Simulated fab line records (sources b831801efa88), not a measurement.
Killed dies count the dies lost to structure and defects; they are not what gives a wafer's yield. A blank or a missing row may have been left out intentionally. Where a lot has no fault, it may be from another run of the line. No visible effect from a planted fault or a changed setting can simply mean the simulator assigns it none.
Which tool is to blame? / flow gf180mcu / 12 lots, 36 wafers sampled, at 6 steps of a route of 602

== WHAT THE GAUGES SHOWED, per wafer ==
GF_HV_LDD_OVL_MEAS_20. Usual: HV_LDD_01_OVL typically reads -0.5 nm, with standard deviation 1.4.
lot=L829; measured=day 11 02:08; on=overlay-02; HV_LDD_01_OVL (nm)=-2.4 -2.5 -3.4; flag=
lot=L830; measured=day 11 13:52; on=overlay-01; HV_LDD_01_OVL (nm)=-0.9 -3.0 -1.0; flag=
lot=L831; measured=day 11 22:31; on=overlay-02; HV_LDD_01_OVL (nm)=-2.0 -1.0 -3.3; flag=
lot=L836; measured=day 13 06:02; on=overlay-02; HV_LDD_01_OVL (nm)=1.3 2.4 1.6; flag=
lot=L840; measured=day 14 09:54; on=overlay-01; HV_LDD_01_OVL (nm)=1.2 0.5 0.6; flag=
lot=L841; measured=day 14 23:27; on=overlay-02; HV_LDD_01_OVL (nm)=-1.2 -0.5 -0.7; flag=
lot=L842; measured=day 15 05:42; on=overlay-01; HV_LDD_01_OVL (nm)=0.2 0.7 0.8; flag=
lot=L846; measured=day 16 12:59; on=overlay-01; HV_LDD_01_OVL (nm)=0.1 1.0 0.3; flag=
lot=L847; measured=day 16 14:49; on=overlay-02; HV_LDD_01_OVL (nm)=0.7 1.1 2.0; flag=
lot=L849; measured=day 17 12:35; on=overlay-01; HV_LDD_01_OVL (nm)=1.0 -0.8 -0.5; flag=
lot=L850; measured=day 17 14:45; on=overlay-02; HV_LDD_01_OVL (nm)=-2.4 -1.4 -1.6; flag=
lot=L851; measured=day 17 23:13; on=overlay-02; HV_LDD_01_OVL (nm)=-1.3 -2.9 -1.6; flag=

GF_PSD_TW_MEAS_11. Usual: PSD_TW typically reads 3169, with standard deviation 31.
lot=L829; measured=day 14 13:36; on=film_metro-01; PSD_TW=3189 3180 3175; flag=
lot=L830; measured=day 15 03:47; on=film_metro-02; PSD_TW=3167 3161 3170; flag=
lot=L831; measured=day 15 12:46; on=film_metro-01; PSD_TW=3204 3200 3217; flag=
lot=L836; measured=day 17 01:05; on=film_metro-03; PSD_TW=3144 3137 3146; flag=
lot=L840; measured=day 18 09:41; on=film_metro-03; PSD_TW=3156 3154 3154; flag=
lot=L841; measured=day 18 23:39; on=film_metro-03; PSD_TW=3138 3148 3152; flag=
lot=L842; measured=day 19 07:17; on=film_metro-01; PSD_TW=3187 3216 3204; flag=
lot=L846; measured=day 20 17:15; on=film_metro-03; PSD_TW=3124 3122 3129; flag=
lot=L847; measured=day 20 19:54; on=film_metro-01; PSD_TW=3209 3221 3210; flag=
lot=L849; measured=day 21 17:20; on=film_metro-03; PSD_TW=3150 3135 3137; flag=
lot=L850; measured=day 21 20:48; on=film_metro-02; PSD_TW=3166 3177 3187; flag=
lot=L851; measured=day 22 04:43; on=film_metro-01; PSD_TW=3189 3172 3195; flag=

GF_PSD_RS_MEAS_14: the measuring method here is four-point-probe. Usual: NSD_RS typically reads 46.12 ohm/sq, with standard deviation 0.14.
lot=L829; measured=day 14 13:49; on=film_metro-03; NSD_RS (ohm/sq)=46.27 46.25 46.26; flag=
lot=L830; measured=day 15 04:00; on=film_metro-03; NSD_RS (ohm/sq)=46.08 46.10 46.26; flag=
lot=L831; measured=day 15 12:58; on=film_metro-02; NSD_RS (ohm/sq)=46.19 46.28 46.20; flag=
lot=L836; measured=day 17 01:18; on=film_metro-02; NSD_RS (ohm/sq)=46.20 46.04 46.03; flag=
lot=L840; measured=day 18 09:53; on=film_metro-01; NSD_RS (ohm/sq)=45.14 45.11 45.17; flag=OFF
lot=L841; measured=day 18 23:50; on=film_metro-01; NSD_RS (ohm/sq)=46.07 46.02 46.01; flag=
lot=L842; measured=day 19 07:29; on=film_metro-03; NSD_RS (ohm/sq)=45.48 45.43 45.47; flag=OFF
lot=L846; measured=day 20 17:26; on=film_metro-01; NSD_RS (ohm/sq)=46.01 46.01 46.01; flag=
lot=L847; measured=day 20 20:07; on=film_metro-03; NSD_RS (ohm/sq)=46.29 46.40 46.36; flag=
lot=L849; measured=day 21 17:32; on=film_metro-02; NSD_RS (ohm/sq)=46.16 46.07 46.18; flag=
lot=L850; measured=day 21 20:59; on=film_metro-01; NSD_RS (ohm/sq)=46.01 45.97 46.04; flag=
lot=L851; measured=day 22 04:56; on=film_metro-03; NSD_RS (ohm/sq)=46.16 46.16 46.22; flag=

GF_PSD_RS_MEAS_15: the measuring method here is four-point-probe. Usual: PSD_RS typically reads 108.5 ohm/sq, with standard deviation 0.4.
lot=L829; measured=day 14 13:56; on=film_metro-03; PSD_RS (ohm/sq)=108.7 108.9 108.7; flag=
lot=L830; measured=day 15 04:07; on=film_metro-03; PSD_RS (ohm/sq)=108.4 108.3 108.8; flag=
lot=L831; measured=day 15 13:05; on=film_metro-02; PSD_RS (ohm/sq)=108.8 108.6 108.8; flag=
lot=L836; measured=day 17 01:25; on=film_metro-02; PSD_RS (ohm/sq)=108.6 108.2 108.3; flag=
lot=L840; measured=day 18 10:00; on=film_metro-01; PSD_RS (ohm/sq)=104.6 104.7 105.0; flag=OFF
lot=L841; measured=day 18 23:58; on=film_metro-01; PSD_RS (ohm/sq)=108.0 108.0 108.1; flag=
lot=L842; measured=day 19 07:36; on=film_metro-03; PSD_RS (ohm/sq)=106.1 105.6 105.6; flag=OFF
lot=L846; measured=day 20 17:34; on=film_metro-01; PSD_RS (ohm/sq)=108.2 108.5 108.5; flag=
lot=L847; measured=day 20 20:14; on=film_metro-03; PSD_RS (ohm/sq)=109.2 108.9 109.0; flag=
lot=L849; measured=day 21 17:40; on=film_metro-02; PSD_RS (ohm/sq)=108.9 108.1 108.7; flag=
lot=L850; measured=day 21 21:07; on=film_metro-01; PSD_RS (ohm/sq)=108.1 108.2 108.0; flag=
lot=L851; measured=day 22 05:03; on=film_metro-03; PSD_RS (ohm/sq)=108.5 108.7 108.8; flag=

== TOOL THAT RAN EACH LOT (tool first, then ch and the chambers of the sampled wafers, then the start) ==
lot=L829; GF_HV_LDD_STRIP_37=plasma_asher-03 ch 0,1, day 11 22:02; GF_PSD_RTA_13=rtp_anneal-01 ch 0, day 14 13:43
lot=L830; GF_HV_LDD_STRIP_37=plasma_asher-02 ch 0,1, day 12 09:45; GF_PSD_RTA_13=rtp_anneal-01 ch 0, day 15 03:54
lot=L831; GF_HV_LDD_STRIP_37=plasma_asher-01 ch 0,1, day 12 18:13; GF_PSD_RTA_13=rtp_anneal-01 ch 0, day 15 12:52
lot=L836; GF_HV_LDD_STRIP_37=plasma_asher-01 ch 1, day 14 03:28; GF_PSD_RTA_13=rtp_anneal-01 ch 0, day 17 01:13
lot=L840; GF_HV_LDD_STRIP_37=plasma_asher-01 ch 0,1, day 15 07:35; GF_PSD_RTA_13=rtp_anneal-01 ch 0, day 18 09:47
lot=L841; GF_HV_LDD_STRIP_37=plasma_asher-03 ch 0,1, day 15 21:59; GF_PSD_RTA_13=rtp_anneal-02 ch 0, day 18 23:46
lot=L842; GF_HV_LDD_STRIP_37=plasma_asher-01 ch 0,1, day 16 04:43; GF_PSD_RTA_13=rtp_anneal-01 ch 0, day 19 07:24
lot=L846; GF_HV_LDD_STRIP_37=plasma_asher-03 ch 0, day 17 13:10; GF_PSD_RTA_13=rtp_anneal-02 ch 0, day 20 17:22
lot=L847; GF_HV_LDD_STRIP_37=plasma_asher-01 ch 0,1, day 17 15:07; GF_PSD_RTA_13=rtp_anneal-02 ch 0, day 20 20:01
lot=L849; GF_HV_LDD_STRIP_37=plasma_asher-03 ch 0,1, day 18 12:52; GF_PSD_RTA_13=rtp_anneal-02 ch 0, day 21 17:27
lot=L850; GF_HV_LDD_STRIP_37=plasma_asher-01 ch 0,1, day 18 16:17; GF_PSD_RTA_13=rtp_anneal-01 ch 0, day 21 20:55
lot=L851; GF_HV_LDD_STRIP_37=plasma_asher-02 ch 0,1, day 19 00:12; GF_PSD_RTA_13=rtp_anneal-02 ch 0, day 22 04:50
- GF_HV_LDD_STRIP_37: strips in O2/N2.
- GF_PSD_RTA_13: time 20 s.

== WHAT THE TOOLS THEMSELVES READ (means of the sampled wafers that have a number; where no wafer has one, the mark that the record gives instead) ==
GF_HV_LDD_STRIP_37. Usual: drypump_motor_current_A 5.8 A, standard deviation 0.39; heater_power_w 345 W, standard deviation 37; oes_product_au 0.716 a.u., standard deviation 0.0047; platen_temp_c 250.01 C, standard deviation 0.2; strip_time_to_endpoint_s 12.65 s, standard deviation 0.031.
lot=L829; tool=plasma_asher-03; drypump_motor_current_A (A)=5.5; heater_power_w (W)=388; oes_product_au (a.u.)=0.718; platen_temp_c (C)=250.01; strip_time_to_endpoint_s (s)=12.68; flag=
lot=L830; tool=plasma_asher-02; drypump_motor_current_A (A)=5.5; heater_power_w (W)=363; oes_product_au (a.u.)=0.715; platen_temp_c (C)=249.75; strip_time_to_endpoint_s (s)=12.64; flag=
lot=L831; tool=plasma_asher-01; drypump_motor_current_A (A)=6.0; heater_power_w (W)=317; oes_product_au (a.u.)=0.712; platen_temp_c (C)=249.89; strip_time_to_endpoint_s (s)=12.64; flag=
lot=L836; tool=plasma_asher-01; drypump_motor_current_A (A)=6.4; heater_power_w (W)=280; oes_product_au (a.u.)=0.716; platen_temp_c (C)=249.91; strip_time_to_endpoint_s (s)=12.62; flag=
lot=L840; tool=plasma_asher-01; drypump_motor_current_A (A)=6.0; heater_power_w (W)=314; oes_product_au (a.u.)=0.720; platen_temp_c (C)=249.83; strip_time_to_endpoint_s (s)=12.61; flag=
lot=L841; tool=plasma_asher-03; drypump_motor_current_A (A)=5.6; heater_power_w (W)=388; oes_product_au (a.u.)=0.718; platen_temp_c (C)=249.91; strip_time_to_endpoint_s (s)=12.65; flag=
lot=L842; tool=plasma_asher-01; drypump_motor_current_A (A)=6.0; heater_power_w (W)=315; oes_product_au (a.u.)=0.717; platen_temp_c (C)=249.85; strip_time_to_endpoint_s (s)=12.68; flag=
lot=L846; tool=plasma_asher-03; drypump_motor_current_A (A)=5.6; heater_power_w (W)=349; oes_product_au (a.u.)=0.714; platen_temp_c (C)=249.92; strip_time_to_endpoint_s (s)=12.64; flag=
lot=L847; tool=plasma_asher-01; drypump_motor_current_A (A)=6.0; heater_power_w (W)=312; oes_product_au (a.u.)=0.715; platen_temp_c (C)=250.11; strip_time_to_endpoint_s (s)=12.66; flag=
lot=L849; tool=plasma_asher-03; drypump_motor_current_A (A)=5.6; heater_power_w (W)=387; oes_product_au (a.u.)=0.720; platen_temp_c (C)=250.19; strip_time_to_endpoint_s (s)=12.63; flag=
lot=L850; tool=plasma_asher-01; drypump_motor_current_A (A)=6.0; heater_power_w (W)=311; oes_product_au (a.u.)=0.715; platen_temp_c (C)=250.20; strip_time_to_endpoint_s (s)=12.67; flag=
lot=L851; tool=plasma_asher-02; drypump_motor_current_A (A)=5.5; heater_power_w (W)=364; oes_product_au (a.u.)=0.715; platen_temp_c (C)=249.96; strip_time_to_endpoint_s (s)=12.61; flag=

GF_PSD_RTA_13. Usual: lamp_power_pct 32.1 %, standard deviation 2.4; wafer_temp_C_max 1030.4, standard deviation 1.1.
lot=L829; tool=rtp_anneal-01; lamp_power_pct (%)=29.8; wafer_temp_C_max=1030.8; flag=
lot=L830; tool=rtp_anneal-01; lamp_power_pct (%)=29.8; wafer_temp_C_max=1031.3; flag=
lot=L831; tool=rtp_anneal-01; lamp_power_pct (%)=29.7; wafer_temp_C_max=1030.4; flag=
lot=L836; tool=rtp_anneal-01; lamp_power_pct (%)=29.7; wafer_temp_C_max=1030.4; flag=
lot=L840; tool=rtp_anneal-01; lamp_power_pct (%)=30.2; wafer_temp_C_max=1036.8; flag=OFF
lot=L841; tool=rtp_anneal-02; lamp_power_pct (%)=34.4; wafer_temp_C_max=1030.4; flag=
lot=L842; tool=rtp_anneal-01; lamp_power_pct (%)=30.3; wafer_temp_C_max=1036.8; flag=OFF
lot=L846; tool=rtp_anneal-02; lamp_power_pct (%)=34.5; wafer_temp_C_max=1029.4; flag=
lot=L847; tool=rtp_anneal-02; lamp_power_pct (%)=34.4; wafer_temp_C_max=1030.9; flag=
lot=L849; tool=rtp_anneal-02; lamp_power_pct (%)=34.4; wafer_temp_C_max=1030.3; flag=
lot=L850; tool=rtp_anneal-01; lamp_power_pct (%)=29.7; wafer_temp_C_max=1030.0; flag=
lot=L851; tool=rtp_anneal-02; lamp_power_pct (%)=34.4; wafer_temp_C_max=1030.9; flag=

== THE ANSWER, worked out from the rows above alone ==
Rule: lot off if the mean of its wafers having a number is beyond 3 standard deviations from the usual mean. Also off: a lot with no number at a reading for which 4 or more lots have one. All remaining lots with rows at the step are treated as sound. The gauges are gone through in route order, then the tools' own readings, and for those a lot's mean is taken as printed above. The first step at which some lot is off is used, and at that step the reading that is off furthest; a lot without a number counts as furthest.
Off: L840, L842, at GF_PSD_RS_MEAS_14 (NSD_RS).
If a tool, at a process step before that reading, ran all the lots that are off and no sound lot after the first of them, it fits. Not tried: the gauges at GF_PSD_RS_MEAS_14; whatever is off there is also off at GF_PSD_RTA_13, on other tools, and gauge error can't account for it. None of those tried fits.

== WHAT WAS PUT IN BY THE SIMULATOR ==
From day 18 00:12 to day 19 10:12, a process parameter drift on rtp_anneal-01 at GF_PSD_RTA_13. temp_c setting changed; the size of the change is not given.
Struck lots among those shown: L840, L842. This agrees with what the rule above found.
